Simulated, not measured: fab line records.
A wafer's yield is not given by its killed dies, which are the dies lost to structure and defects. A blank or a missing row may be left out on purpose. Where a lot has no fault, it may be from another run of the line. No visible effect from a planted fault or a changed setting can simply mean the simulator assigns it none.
Which tool did it? + flow sfqLine + 14 lots with 42 wafers sampled at 4 steps, on a route of 325 steps

## WHAT THE GAUGES SHOWED, per wafer
SFQ_I6_OVL_MEAS_942. Usual: for I6_OVL the level is 0 nm and the standard deviation is 4.4.
| lot  | measured     | on         | I6_OVL (nm) | flag |
|------|--------------|------------|-------------|------|
| L799 | day 76 14:25 | overlay-01 | -3 1 -2     |      |
| L802 | day 76 23:34 | overlay-02 | 4 3 1       |      |
| L803 | day 77 04:22 | overlay-02 | -1 -1 1     |      |
| L804 | day 77 07:58 | overlay-02 | 2 1 6       |      |
| L805 | day 77 09:10 | overlay-02 | -5 0 -1     |      |
| L806 | day 77 10:22 | overlay-01 | 2 -1 5      |      |
| L807 | day 77 13:58 | overlay-01 | -5 4 -4     |      |
| L808 | day 77 17:34 | overlay-01 | 9 7 4       |      |
| L813 | day 82 03:41 | overlay-01 | -1 -3 -8    |      |
| L815 | day 82 15:41 | overlay-01 | -7 5 -3     |      |
| L818 | day 83 15:20 | overlay-02 | 5 0 1       |      |
| L819 | day 83 21:20 | overlay-02 | -4 -4 -3    |      |
| L820 | day 83 22:32 | overlay-02 | 5 -2 2      |      |
| L821 | day 85 17:25 | overlay-01 | 8 10 0      |      |

## WHICH TOOL RAN EACH LOT (tool, then ch and the chambers of the sampled wafers, then the start)
| lot  | SFQ_TRILAYER_I4_DEP_PECVD_099   | SFQ_TRILAYER_I5_LITHO_PEB_147    | SFQ_TRILAYER_C5_STRIP_STRIP_155  |
|------|---------------------------------|----------------------------------|----------------------------------|
| L799 | pecvd-02 ch 0,1,2, day 49 11:00 | lithoTrack-02 ch 0, day 65 23:20 | rieMetal-01 ch 0,1, day 71 00:10 |
| L802 | pecvd-02 ch 0,1,2, day 49 23:37 | lithoTrack-01 ch 0, day 66 06:25 | rieMetal-04 ch 0,1, day 71 05:50 |
| L803 | pecvd-04 ch 0,1,2, day 53 11:34 | lithoTrack-04 ch 0, day 71 09:29 | rieMetal-04 ch 0,1, day 71 13:08 |
| L804 | pecvd-02 ch 0,2, day 53 12:47   | lithoTrack-01 ch 0, day 71 11:52 | rieMetal-01 ch 0,1, day 71 15:32 |
| L805 | pecvd-04 ch 0,2, day 53 18:46   | lithoTrack-04 ch 0, day 71 13:04 | rieMetal-04 ch 0,1, day 71 16:56 |
| L806 | pecvd-01 ch 0,1,2, day 53 21:10 | lithoTrack-04 ch 0, day 71 14:16 | rieMetal-03 ch 0,1, day 71 18:43 |
| L807 | pecvd-04 ch 0,2, day 54 00:46   | lithoTrack-02 ch 0, day 71 15:31 | rieMetal-04 ch 0,1, day 71 20:07 |
| L808 | pecvd-01 ch 0,1, day 54 01:59   | lithoTrack-02 ch 0, day 71 16:40 | rieMetal-01 ch 0,1, day 71 21:07 |
| L813 | pecvd-04 ch 0,1, day 54 21:07   | lithoTrack-02 ch 0, day 72 08:16 | rieMetal-03 ch 0,1, day 72 11:56 |
| L815 | pecvd-02 ch 0,1, day 55 01:31   | lithoTrack-02 ch 0, day 72 15:28 | rieMetal-03 ch 0,1, day 72 19:08 |
| L818 | pecvd-01 ch 0,1, day 59 01:53   | lithoTrack-04 ch 0, day 75 19:34 | rieMetal-01 ch 0,1, day 80 08:23 |
| L819 | pecvd-01 ch 1,2, day 59 15:16   | lithoTrack-01 ch 0, day 76 09:59 | rieMetal-03 ch 0, day 80 19:23   |
| L820 | pecvd-04 ch 0,1,2, day 59 17:35 | lithoTrack-01 ch 0, day 76 11:10 | rieMetal-01 ch 0,1, day 80 20:23 |
| L821 | pecvd-02 ch 0,1,2, day 64 08:09 | lithoTrack-02 ch 0, day 80 06:22 | rieMetal-04 ch 0,1, day 81 19:17 |
- SFQ_TRILAYER_I4_DEP_PECVD_099: deposits SiO2 from SiH4/N2O, time 111.11 s, target thk 500 nm.
- SFQ_TRILAYER_I5_LITHO_PEB_147: peb time 60 s.
- SFQ_TRILAYER_C5_STRIP_STRIP_155: strips in O2.

## AS READ BY THE TOOLS THEMSELVES (means over the sampled wafers that have a number; for cases with no such wafer, the mark the record gives instead)
SFQ_TRILAYER_I4_DEP_PECVD_099. Usual: heaterPowerW 81 W, standard deviation 13; throttleValvePct 24.5 %, standard deviation 1.4.
| lot  | tool     | heaterPowerW (W) | throttleValvePct (%) | flag |
|------|----------|------------------|----------------------|------|
| L799 | pecvd-02 | 71               | 25.3                 |      |
| L802 | pecvd-02 | 73               | 25.2                 |      |
| L803 | pecvd-04 | 88               | 25.6                 |      |
| L804 | pecvd-02 | 86               | 24.3                 |      |
| L805 | pecvd-04 | 76               | 25.7                 |      |
| L806 | pecvd-01 | 87               | 23.0                 |      |
| L807 | pecvd-04 | 75               | 25.8                 |      |
| L808 | pecvd-01 | 88               | 23.1                 |      |
| L813 | pecvd-04 | 91               | 25.7                 |      |
| L815 | pecvd-02 | 75               | 25.5                 |      |
| L818 | pecvd-01 | 85               | 23.1                 |      |
| L819 | pecvd-01 | 77               | 23.3                 |      |
| L820 | pecvd-04 | 84               | 23.4                 |      |
| L821 | pecvd-02 | 74               | 25.5                 |      |

SFQ_TRILAYER_I5_LITHO_PEB_147. Usual: chillPlateTempC 22.99 C, standard deviation 0.089; heaterPowerTotalW 79.16 W, standard deviation 0.061.
| lot  | tool          | chillPlateTempC (C) | heaterPowerTotalW (W) | flag |
|------|---------------|---------------------|-----------------------|------|
| L799 | lithoTrack-02 | 23.11               | 79.13                 |      |
| L802 | lithoTrack-01 | 23.09               | 79.18                 |      |
| L803 | lithoTrack-04 | 22.97               | 79.12                 |      |
| L804 | lithoTrack-01 | 22.94               | 79.21                 |      |
| L805 | lithoTrack-04 | 23.02               | 79.09                 |      |
| L806 | lithoTrack-04 | 22.97               | 79.19                 |      |
| L807 | lithoTrack-02 | 23.00               | 79.16                 |      |
| L808 | lithoTrack-02 | 22.89               | 79.18                 |      |
| L813 | lithoTrack-02 | 23.05               | 82.32                 | OFF  |
| L815 | lithoTrack-02 | 23.00               | 82.30                 | OFF  |
| L818 | lithoTrack-04 | 23.04               | 79.14                 |      |
| L819 | lithoTrack-01 | 23.07               | 79.14                 |      |
| L820 | lithoTrack-01 | 22.95               | 79.17                 |      |
| L821 | lithoTrack-02 | 22.99               | 79.20                 |      |

SFQ_TRILAYER_C5_STRIP_STRIP_155. Usual: drypumpMotorCurrentA 5.9 A, standard deviation 0.31; oesProductAu 0.999 a.u., standard deviation 0.0085.
| lot  | tool        | drypumpMotorCurrentA (A) | oesProductAu (a.u.) | flag |
|------|-------------|--------------------------|---------------------|------|
| L799 | rieMetal-01 | 5.6                      | 0.997               |      |
| L802 | rieMetal-04 | 5.9                      | 0.993               |      |
| L803 | rieMetal-04 | 5.8                      | 0.999               |      |
| L804 | rieMetal-01 | 5.6                      | 0.999               |      |
| L805 | rieMetal-04 | 5.9                      | 0.992               |      |
| L806 | rieMetal-03 | 6.1                      | 0.999               |      |
| L807 | rieMetal-04 | 5.8                      | 0.991               |      |
| L808 | rieMetal-01 | 5.6                      | 0.991               |      |
| L813 | rieMetal-03 | 6.3                      | 0.995               |      |
| L815 | rieMetal-03 | 6.3                      | 1.003               |      |
| L818 | rieMetal-01 | 5.6                      | 1.000               |      |
| L819 | rieMetal-03 | 6.4                      | 0.994               |      |
| L820 | rieMetal-01 | 5.6                      | 0.997               |      |
| L821 | rieMetal-04 | 5.8                      | 1.013               |      |

## THE ANSWER, worked out from the rows above alone
Rule: a lot counts as off when the mean over its wafers that have a number is more than 3 standard deviations away from the usual mean. A lot without any number at a reading at which 4 lots or more have one is off too. Where the step has rows for the other lots, those lots are counted as sound. After the gauges, taken in route order, come the tools' own readings; for these a lot's mean is taken, as printed above. At the first step where some lot is off, the reading lying furthest off is the one used; lots without a number count as furthest.
Off: L813, L815, at SFQ_TRILAYER_I5_LITHO_PEB_147 (heaterPowerTotalW).
A tool fits if, at that step or a process step before it, it ran every lot that is off, and no sound lot after the first of them. None of those tried fits.

## WHAT THE SIMULATOR HAD INSERTED
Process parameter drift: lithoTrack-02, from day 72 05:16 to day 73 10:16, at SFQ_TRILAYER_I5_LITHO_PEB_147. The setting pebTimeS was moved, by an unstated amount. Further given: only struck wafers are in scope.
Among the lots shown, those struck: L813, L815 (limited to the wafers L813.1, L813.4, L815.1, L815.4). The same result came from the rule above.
